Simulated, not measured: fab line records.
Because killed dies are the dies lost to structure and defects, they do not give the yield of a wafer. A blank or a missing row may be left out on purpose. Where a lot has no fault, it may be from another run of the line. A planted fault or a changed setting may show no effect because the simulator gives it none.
What tool caused it?	flow gf180mcu	24 lots with 72 wafers sampled at 6 steps, on a route of 602 steps

## WHAT THE GAUGES READ, wafer by wafer
GF_NSD_TW_MEAS_12.
lot	measured	on	NSD_TW
L074	day 13 20:03	film_metro-01	4207 4194 4194
L075	day 14 00:11	film_metro-03	4282 4283 4277
L076	day 14 10:14	film_metro-01	4195 4200 4204
L077	day 14 21:43	film_metro-03	4282 4281 4292
L078	day 15 03:09	film_metro-01	4198 4200 4212
L079	day 15 05:51	film_metro-01	4219 4226 4220
L081	day 16 03:33	film_metro-03	4275 4263 4279
L080	day 16 03:56	film_metro-01	4208 4203 4206
L082	day 16 09:59	film_metro-01	4232 4226 4187
L083	day 16 14:00	film_metro-03	4294 4282 4294
L084	day 17 11:23	film_metro-01	4220 4204 4225
L085	day 17 14:09	film_metro-03	4313 4280 4289
L086	day 17 21:42	film_metro-04	4162 4155 4149
L087	day 18 07:08	film_metro-04	4145 4167 4160
L088	day 18 14:23	film_metro-04	4172 4176 4179
L089	day 18 20:17	film_metro-03	4219 4217 4230
L090	day 19 05:04	film_metro-03	4222 4208 4212
L091	day 19 15:04	film_metro-04	4149 4173 4152
L092	day 20 02:10	film_metro-03	4251 4230 4239
L093	day 20 05:39	film_metro-03	4201 4226 4229
L094	day 20 11:56	film_metro-03	4237 4238 4248
L095	day 20 19:28	film_metro-04	4177 4189 4202
L096	day 21 04:11	film_metro-03	4213 4205 4230
L097	day 21 06:44	film_metro-04	4165 4158 4178

GF_V2_THK_MEAS_03.
lot	measured	on	V2_CVD_02_THK (nm)
L074	day 19 19:21	film_metro-04	838 868 869
L075	day 20 00:59	film_metro-04	845 848 855
L076	day 20 12:11	film_metro-02	831 861 846
L077	day 21 02:14	film_metro-02	847 857 869
L078	day 21 07:34	film_metro-02	838 854 858
L079	day 21 10:08	film_metro-04	851 861 856
L081	day 22 10:44	film_metro-02	836 830 861
L080	day 22 11:06	film_metro-02	848 850 866
L082	day 22 15:54	film_metro-04	849 845 866
L083	day 22 21:05	film_metro-02	839 849 855
L084	day 24 02:43	film_metro-01	824 834 850
L085	day 24 02:50	film_metro-04	847 861 867
L086	day 24 03:55	film_metro-02	834 841 847
L087	day 24 11:14	film_metro-01	841 857 856
L088	day 24 19:44	film_metro-01	831 841 859
L089	day 25 01:40	film_metro-02	848 833 852
L090	day 25 08:41	film_metro-02	839 851 853
L091	day 26 00:53	film_metro-04	843 843 852
L092	day 26 04:32	film_metro-01	846 847 850
L093	day 26 05:56	film_metro-01	837 858 846
L094	day 26 10:27	film_metro-01	834 856 856
L095	day 26 18:16	film_metro-04	845 847 853
L096	day 27 02:32	film_metro-02	851 836 844
L097	day 27 04:24	film_metro-01	837 846 841

GF_V2_BOW_MEAS_05.
lot	measured	on	V2_BOW (um)
L074	day 19 19:49	film_metro-01	98 88 101
L075	day 20 01:21	film_metro-04	80 98 89
L076	day 20 12:33	film_metro-02	113 87 85
L077	day 21 02:36	film_metro-01	100 102 114
L078	day 21 07:56	film_metro-04	91 81 80
L079	day 21 10:29	film_metro-02	98 100 104
L081	day 22 11:06	film_metro-04	105 106 98
L080	day 22 11:28	film_metro-02	101 100 101
L082	day 22 16:16	film_metro-02	94 89 102
L083	day 22 21:27	film_metro-01	113 102 102
L084	day 24 03:25	film_metro-04	99 93 111
L085	day 24 03:46	film_metro-01	103 92 106
L086	day 24 04:51	film_metro-02	92 88 93
L087	day 24 11:35	film_metro-04	96 105 103
L088	day 24 20:06	film_metro-02	95 104 99
L089	day 25 02:17	film_metro-01	104 109 106
L090	day 25 09:04	film_metro-02	96 97 94
L091	day 26 01:16	film_metro-02	102 112 94
L092	day 26 04:56	film_metro-01	92 92 95
L093	day 26 06:19	film_metro-01	104 95 92
L094	day 26 10:59	film_metro-01	104 91 89
L095	day 26 18:39	film_metro-04	96 91 103
L096	day 27 02:53	film_metro-04	94 99 111
L097	day 27 04:46	film_metro-01	93 95 102

## EACH LOT AND THE TOOL THAT RAN IT (in order: tool; ch and the chambers of the sampled wafers; start)
lot	GF_V1_CVD_02	GF_V1_CMP_04	GF_V2_CVD_02
L074	pecvd-02 ch 1,2, day 17 15:25	cmp-01 ch 0,2,3, day 17 15:38	pecvd-01 ch 0,2, day 19 19:16
L075	pecvd-03 ch 0,1,2, day 17 20:56	cmp-01 ch 1,2,3, day 17 21:04	pecvd-04 ch 0,1,2, day 20 00:55
L076	pecvd-03 ch 0,1, day 18 07:22	cmp-01 ch 0,1,3, day 18 07:38	pecvd-04 ch 0,1,2, day 20 12:06
L077	pecvd-04 ch 0,1, day 18 21:40	cmp-01 ch 1,2,3, day 18 21:50	pecvd-02 ch 0,2, day 21 02:10
L078	pecvd-03 ch 0,2, day 19 03:15	cmp-02 ch 0,2,3, day 19 03:29	pecvd-04 ch 0,2, day 21 07:29
L079	pecvd-02 ch 0,2, day 19 06:58	cmp-01 ch 0,1,2, day 19 07:05	pecvd-02 ch 0,1,2, day 21 10:04
L081	pecvd-03 ch 0,1, day 20 07:17	cmp-02 ch 0,1,3, day 20 07:28	pecvd-02 ch 1,2, day 22 10:40
L080	pecvd-04 ch 0,1, day 20 07:25	cmp-01 ch 0,1,2, day 20 07:33	pecvd-04 ch 0,2, day 22 11:01
L082	pecvd-02 ch 0,2, day 20 13:19	cmp-02 ch 1,2,3, day 20 13:30	pecvd-01 ch 0,1,2, day 22 15:50
L083	pecvd-04 ch 0,1,2, day 20 18:36	cmp-01 ch 0,1,2, day 20 18:44	pecvd-01 ch 1,2, day 22 21:01
L084	pecvd-04 ch 0,1,2, day 21 18:05	cmp-01 ch 1,2,3, day 21 18:13	pecvd-01 ch 1,2, day 24 02:38
L085	pecvd-03 ch 0,1,2, day 21 20:27	cmp-01 ch 1,2,3, day 21 20:40	pecvd-02 ch 0,1, day 24 02:46
L086	pecvd-03 ch 0,2, day 22 03:56	cmp-02 ch 1,2,3, day 22 04:04	pecvd-04 ch 0,1,2, day 24 03:50
L087	pecvd-02 ch 1,2, day 22 12:16	cmp-01 ch 1,2,3, day 22 12:23	pecvd-01 ch 0,2, day 24 11:10
L088	pecvd-02 ch 0,1,2, day 22 20:13	cmp-02 ch 0,2, day 22 20:24	pecvd-02 ch 0,1,2, day 24 19:40
L089	pecvd-02 ch 0,2, day 23 01:53	cmp-01 ch 1,2,3, day 23 02:05	pecvd-04 ch 0,2, day 25 01:36
L090	pecvd-04 ch 1,2, day 23 09:52	cmp-02 ch 1,2,3, day 23 09:59	pecvd-02 ch 0,2, day 25 08:36
L091	pecvd-02 ch 0,1,2, day 24 02:34	cmp-01 ch 0,1, day 24 03:03	pecvd-01 ch 0,1, day 26 00:47
L092	pecvd-02 ch 1,2, day 24 05:10	cmp-02 ch 0,3, day 24 05:18	pecvd-04 ch 0,1,2, day 26 04:26
L093	pecvd-03 ch 0,1, day 24 07:30	cmp-02 ch 0,3, day 24 07:41	pecvd-02 ch 0,1,2, day 26 05:52
L094	pecvd-04 ch 0,1,2, day 24 12:07	cmp-01 ch 0,2, day 24 12:14	pecvd-04 ch 0,2, day 26 10:23
L095	pecvd-02 ch 0,1,2, day 24 20:22	cmp-01 ch 0,2,3, day 24 20:34	pecvd-01 ch 0,1,2, day 26 18:12
L096	pecvd-04 ch 0,1,2, day 25 04:20	cmp-02 ch 0,1,3, day 25 05:23	pecvd-01 ch 0,1,2, day 27 02:28
L097	pecvd-04 ch 0,1,2, day 25 06:42	cmp-02 ch 0,1,2, day 25 06:50	pecvd-04 ch 0,1,2, day 27 04:20
- GF_V1_CVD_02: deposits SiO2 from TEOS, target thk 850 nm, time 94.851 s.
- GF_V1_CMP_04: polishes SiO2.
- GF_V2_CVD_02: deposits SiO2 from TEOS, target thk 850 nm, time 94.851 s.

## WHAT THE TOOLS THEMSELVES READ (means of the sampled wafers that have a number; where no wafer has one, the mark that the record gives instead)
GF_V1_CVD_02.
lot	tool	heater_power_w (W)
L074	pecvd-02	573
L075	pecvd-03	643
L076	pecvd-03	577
L077	pecvd-04	694
L078	pecvd-03	643
L079	pecvd-02	793
L081	pecvd-03	549
L080	pecvd-04	658
L082	pecvd-02	748
L083	pecvd-04	644
L084	pecvd-04	640
L085	pecvd-03	600
L086	pecvd-03	647
L087	pecvd-02	598
L088	pecvd-02	700
L089	pecvd-02	876
L090	pecvd-04	645
L091	pecvd-02	611
L092	pecvd-02	606
L093	pecvd-03	618
L094	pecvd-04	611
L095	pecvd-02	704
L096	pecvd-04	604
L097	pecvd-04	657

GF_V1_CMP_04.
lot	tool	motor_current_A (A)	time_to_endpoint_s (s)
L074	cmp-01	10.5	80
L075	cmp-01	11.4	84
L076	cmp-01	11.3	82
L077	cmp-01	11.7	82
L078	cmp-02	12.2	83
L079	cmp-01	10.9	80
L081	cmp-02	12.0	88
L080	cmp-01	10.8	74
L082	cmp-02	12.2	74
L083	cmp-01	10.7	74
L084	cmp-01	11.5	75
L085	cmp-01	11.3	83
L086	cmp-02	11.9	82
L087	cmp-01	11.7	78
L088	cmp-02	11.4	81
L089	cmp-01	11.6	81
L090	cmp-02	11.9	82
L091	cmp-01	10.2	77
L092	cmp-02	12.0	84
L093	cmp-02	11.8	82
L094	cmp-01	10.5	78
L095	cmp-01	11.1	82
L096	cmp-02	12.1	84
L097	cmp-02	12.0	84

GF_V2_CVD_02.
lot	tool	heater_power_w (W)
L074	pecvd-01	658
L075	pecvd-04	649
L076	pecvd-04	639
L077	pecvd-02	738
L078	pecvd-04	591
L079	pecvd-02	713
L081	pecvd-02	584
L080	pecvd-04	647
L082	pecvd-01	622
L083	pecvd-01	614
L084	pecvd-01	579
L085	pecvd-02	679
L086	pecvd-04	631
L087	pecvd-01	592
L088	pecvd-02	697
L089	pecvd-04	660
L090	pecvd-02	793
L091	pecvd-01	635
L092	pecvd-04	620
L093	pecvd-02	681
L094	pecvd-04	597
L095	pecvd-01	537
L096	pecvd-01	587
L097	pecvd-04	645

## THE ANSWER, worked out from the rows above alone
Rule: usual is defined by the lots themselves. Put in order of their means at a reading, lots are off if they are a third of the lots or fewer, leave a main group of 4 or more, and stand apart from it by a gap of 3 or more times the standard deviation of the main group's means; of several such gaps the widest counts. A main group whose means are all the same, to the digits that the tables above print for the reading, isn't used. Also off: a lot with no number at a reading for which 4 or more lots have one. Where the step has rows for the other lots, those lots are counted as sound. The gauges are gone through in route order, then the tools' own readings, and for those a lot's mean is taken as printed above. The first step at which some lot is off is used, and at that step the reading that is off furthest; a lot without a number counts as furthest.
Across all readings shown, no lot is off: no conclusion can be drawn from this.

## WHAT WAS PUT IN BY THE SIMULATOR
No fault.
